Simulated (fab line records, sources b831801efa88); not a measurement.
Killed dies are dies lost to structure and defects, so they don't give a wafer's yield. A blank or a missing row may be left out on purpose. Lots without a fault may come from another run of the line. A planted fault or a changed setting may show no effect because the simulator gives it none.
Problem report in the 8D (eight disciplines) form, filled by code | flow gf180mcu | the parts of the form that need people (team, actions taken, sign-off) are left out

1. THE PROBLEM
exposure_dose_mJ_cm2 at GF_MVSD_EXPOSE_04 reads a mean of 273.55 on 6 wafers of 2 lots; wafers without a fault read 259.97 with a standard deviation of 0.28. That is +48 standard deviations from the usual mean.
The step: exposes mask MVSD, target cd 1000 nm.
First seen on wafer L133.1, day 7 01:56, on iline_stepper-01. The record holds 36 wafers of 12 lots with a number at this step. Rule for "out", or "out of limits": more than 4 standard deviations from the usual mean. The other wafers with a number count as sound.

2. WHAT IT IS AND WHAT IT IS NOT
question                    | is                     | is not
which readings at this step | exposure_dose_mJ_cm2   | reticle_temp_C
which lots                  | L133, L134             | L121, L122, L123, L124, L125, L126, L127, L128, L129, L140
which wafers of those lots  | all that have a number | -
read on which tools         | iline_stepper-01       | iline_stepper-02
when                        | from day 7 01:56       | up to then (27 sound wafers); but 3 sound wafers of L140 came after

3. SUSPECTS, AND WHAT RULES EACH OUT
Counting: a tool at a process step up to the reading stays a suspect if it ran every lot that is out and no sound lot after the first of them.
- iline_stepper-01 at GF_MVSD_EXPOSE_04 (exposes mask MVSD, target cd 1000 nm): kept. It ran every lot that is out, first L133 (day 7 01:56), and no sound lot after that; its last sound lot up to then is L129 (day 6 00:19). Its own readings are out on those wafers: exposure_dose_mJ_cm2.
Left after counting: iline_stepper-01 at GF_MVSD_EXPOSE_04.

4. THE CAUSE (what the simulator had put in)
Process parameter drift: iline_stepper-01, from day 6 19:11 on, at GF_MVSD_EXPOSE_04. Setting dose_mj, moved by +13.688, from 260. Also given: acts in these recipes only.
Counting left only this tool.

5. THE CHAIN OF EFFECTS, in route order
Each row: a reading whose mean over the struck wafers that have a number lies more than 3 standard deviations from the usual. Only readings for which the record gives a usual standard deviation are gone through. hours: the time from each lot's start at the first step in this table that gives one to its start at this step, as a median over the lots. sigmas: the change in usual standard deviations.
hours | step              | reading              | usual  | on struck wafers | change | sigmas
0     | GF_MVSD_EXPOSE_04 | exposure_dose_mJ_cm2 | 259.97 | 273.55           | +13.58 | +48
The process steps in it:
- GF_MVSD_EXPOSE_04: exposes mask MVSD, target cd 1000 nm.
Later measuring or inspecting steps at which every struck wafer that the step has a row for has a number for every such reading, and none has moved that far: GF_POLY_GATE_THK_MEAS_01, GF_HV_LDD_CD_MEAS_19.

6. WHAT WOULD HAVE CAUGHT IT SOONER
In this record the first reading out of limits was taken at day 7 01:56, 7 hours after the fault began at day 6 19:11.
